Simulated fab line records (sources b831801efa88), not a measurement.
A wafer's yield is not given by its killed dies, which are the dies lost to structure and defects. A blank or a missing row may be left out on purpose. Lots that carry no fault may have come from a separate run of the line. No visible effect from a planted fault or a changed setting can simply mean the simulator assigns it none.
One fault through the eyes of 2 desks -- flow sfq_line -- numbers are kept per desk, each desk with only its own; the story behind them comes last

## FROM THE METROLOGY DESK
What the gauges read, lot by lot, whatever tool the lot ran on: means of the sampled wafers that have a number. A lot is out of limits, marked OUT, if its mean lies more than 4 standard deviations from the usual mean; the brackets give that distance.
Columns: A = M7_NB_RS at SFQ_M7_RS_MEAS_943, usual 0.894 ohm/sq; B = M7_OVL at SFQ_M7_OVL_MEAS_945, usual -1 nm
lot,first seen here,A,B
L335,day 68 04:19,0.881,-5
L347,day 78 18:36,0.884,1
L348,day 78 22:12,0.887,-6
L349,day 79 00:35,0.891,-3
L350,day 79 01:47,0.897,-3
L351,day 79 05:23,0.894,-8
L352,day 79 11:24,0.896,5
This desk's finding: nothing out of limits on any of the 7 lots.

## DESK OF THE TOOL OWNER: rie_metal-01
The tool's own readings at SFQ_TRILAYER_M7_BARC_OPEN_METAL_ETCH_229 (etches BARC in O2, target depth 125 nm, time 41.7 s): means of the sampled wafers that have a number, for each lot that ran on this tool. A lot is out of limits, marked OUT, if its mean lies more than 4 standard deviations from the usual mean; the brackets give that distance.
Columns: A = drypump_motor_current_A at SFQ_TRILAYER_M7_BARC_OPEN_METAL_ETCH_229, usual 5.34 A; B = oes_product_au at SFQ_TRILAYER_M7_BARC_OPEN_METAL_ETCH_229, usual 0.682 a.u.; C = rf_fwd_power_W at SFQ_TRILAYER_M7_BARC_OPEN_METAL_ETCH_229, usual 594 W
lot,first seen here,A,B,C
L335,day 68 06:47,5.48,0.680,595
L347,day 78 21:02,5.48,0.679,596
L349,day 79 04:14,5.47,0.682,690 (+29) OUT
L351,day 79 09:02,5.33,0.682,691 (+29) OUT
L352,day 79 14:17,5.47,0.683,691 (+29) OUT
This desk's finding: out of limits on L349, L351, L352; first on L349, day 79 04:14 (rf_fwd_power_W at SFQ_TRILAYER_M7_BARC_OPEN_METAL_ETCH_229). In limits: L335, L347.

## TAKEN TOGETHER
On L349, L351, L352, at day 79 04:14, an alarm was possible from the tool owner's desk.
At the metrology desk, nothing out of limits was observed.
The metrology desk has L349, L351, L352 on record, within its limits.
The lots listed all ran SFQ_TRILAYER_M7_BARC_OPEN_METAL_ETCH_229 on rie_metal-01.

## WHAT HAD BEEN PUT IN BY THE SIMULATOR
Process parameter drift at SFQ_TRILAYER_M7_BARC_OPEN_METAL_ETCH_229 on rie_metal-01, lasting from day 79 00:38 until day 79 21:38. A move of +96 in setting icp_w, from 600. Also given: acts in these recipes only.
Struck lots among those shown: L349, L351, L352.
Each desk's first reading out of limits, in hours after the fault started: the tool owner's desk, 4.
